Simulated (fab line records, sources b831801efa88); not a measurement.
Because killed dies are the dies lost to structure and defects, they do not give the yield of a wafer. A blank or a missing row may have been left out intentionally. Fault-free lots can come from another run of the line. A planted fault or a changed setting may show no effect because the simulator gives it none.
Which of the tools did it?	flow sky130	Sampling: 11 lots, 33 wafers, 4 of 708 route steps

== WHAT THE GAUGES READ, wafer by wafer ==
SKY_LI_CONTACT_RS_MEAS_22: measurement is done with a four-point probe.
lot	measured	on	LI_CONTACT_W_RS (ohm/sq)
L847	day 30 17:35	film metro-04	0.2910 0.2860 0.2827
L848	day 31 03:02	film metro-03	0.3839 0.3842 0.3866
L849	day 31 02:58	film metro-01	0.2874 0.2888 0.2880
L852	day 32 06:04	film metro-01	0.3817 0.3804 0.3766
L859	day 34 18:13	film metro-01	0.2807 0.2861 0.2817
L860	day 34 21:11	film metro-04	0.2842 0.2857 0.2864
L861	day 35 14:46	film metro-03	0.2861 0.2854 0.2863
L863	day 35 15:49	film metro-01	0.2885 0.2870 0.2889
L864	day 35 18:22	film metro-04	0.2911 0.2894 0.2862
L865	day 36 05:29	film metro-03	0.2823 0.2858 0.2805
L866	day 36 14:02	film metro-03	0.2837 0.2835 0.2844

== EACH LOT AND THE TOOL THAT RAN IT (in order: tool; ch and the chambers of the sampled wafers; start) ==
lot	SKY_SD_N_RTA_14	SKY_LI_CONTACT_ETCH_15	SKY_LI_CONTACT_CVD_21
L847	rtp anneal-02 ch 0, day 29 11:24	rie diel-01 ch 0,1,2, day 30 16:53	cvd w-01 ch 0,1, day 30 17:26
L848	rtp anneal-02 ch 0, day 29 20:49	rie diel-04 ch 1,2,3, day 31 02:11	cvd w-01 ch 0,1, day 31 02:55
L849	rtp anneal-01 ch 0, day 29 21:34	rie diel-03 ch 1,2,3, day 31 02:18	cvd w-02 ch 0,1, day 31 02:50
L852	rtp anneal-02 ch 0, day 31 00:56	rie diel-01 ch 1,2, day 32 05:15	cvd w-01 ch 0,1, day 32 05:56
L859	rtp anneal-01 ch 0, day 33 14:02	rie diel-01 ch 1,2, day 34 17:33	cvd w-02 ch 0,1, day 34 18:05
L860	rtp anneal-02 ch 0, day 33 16:10	rie diel-01 ch 1,3, day 34 20:30	cvd w-01 ch 0,1, day 34 21:02
L861	rtp anneal-02 ch 0, day 34 09:58	rie diel-01 ch 0,1, day 35 14:06	cvd w-01 ch 0,1, day 35 14:38
L863	rtp anneal-01 ch 0, day 34 11:35	rie diel-01 ch 0,1,2, day 35 14:56	cvd w-01 ch 0,1, day 35 15:40
L864	rtp anneal-02 ch 0, day 34 13:59	rie diel-04 ch 1,2,3, day 35 17:42	cvd w-01 ch 0,1, day 35 18:14
L865	rtp anneal-01 ch 0, day 35 02:26	rie diel-04 ch 1,2,3, day 36 04:47	cvd w-01 ch 0,1, day 36 05:20
L866	rtp anneal-02 ch 0, day 35 09:28	rie diel-01 ch 0,2,3, day 36 13:23	cvd w-01 ch 0,1, day 36 13:55
- SKY_SD_N_RTA_14: time 2 s.
- SKY_LI_CONTACT_ETCH_15: etches PSG in C4F8/O2/Ar, stops on Si, target depth 600 nm.
- SKY_LI_CONTACT_CVD_21: deposits W, target thk 400 nm, time 120.56 s.

== THE ANSWER, worked out from the rows above alone ==
Rule: usual is defined by the lots themselves. The widest of any qualifying gaps counts: lots, ordered by their means at a reading, are off when they make up no more than a third of the lots, leave a main group of 4 or more, and stand apart from it by 3 or more times the standard deviation of that group's means. Not used: any main group whose means are identical at the precision the tables above print for the reading. A lot without any number at a reading at which 4 lots or more have one is off too. All remaining lots with rows at the step are treated as sound.
Off: L848, L852, seen at SKY_LI_CONTACT_RS_MEAS_22 (LI_CONTACT_W_RS). For the main group the mean is 0.2858 ohm/sq and the standard deviation 0.0022.
If a tool, at a process step before that reading, ran all the lots that are off and no sound lot after the first of them, it fits. Gauges at SKY_LI_CONTACT_RS_MEAS_22: tried the same way as those tools. Not one of the candidates tried fits.

== WHAT HAD BEEN PUT IN BY THE SIMULATOR ==
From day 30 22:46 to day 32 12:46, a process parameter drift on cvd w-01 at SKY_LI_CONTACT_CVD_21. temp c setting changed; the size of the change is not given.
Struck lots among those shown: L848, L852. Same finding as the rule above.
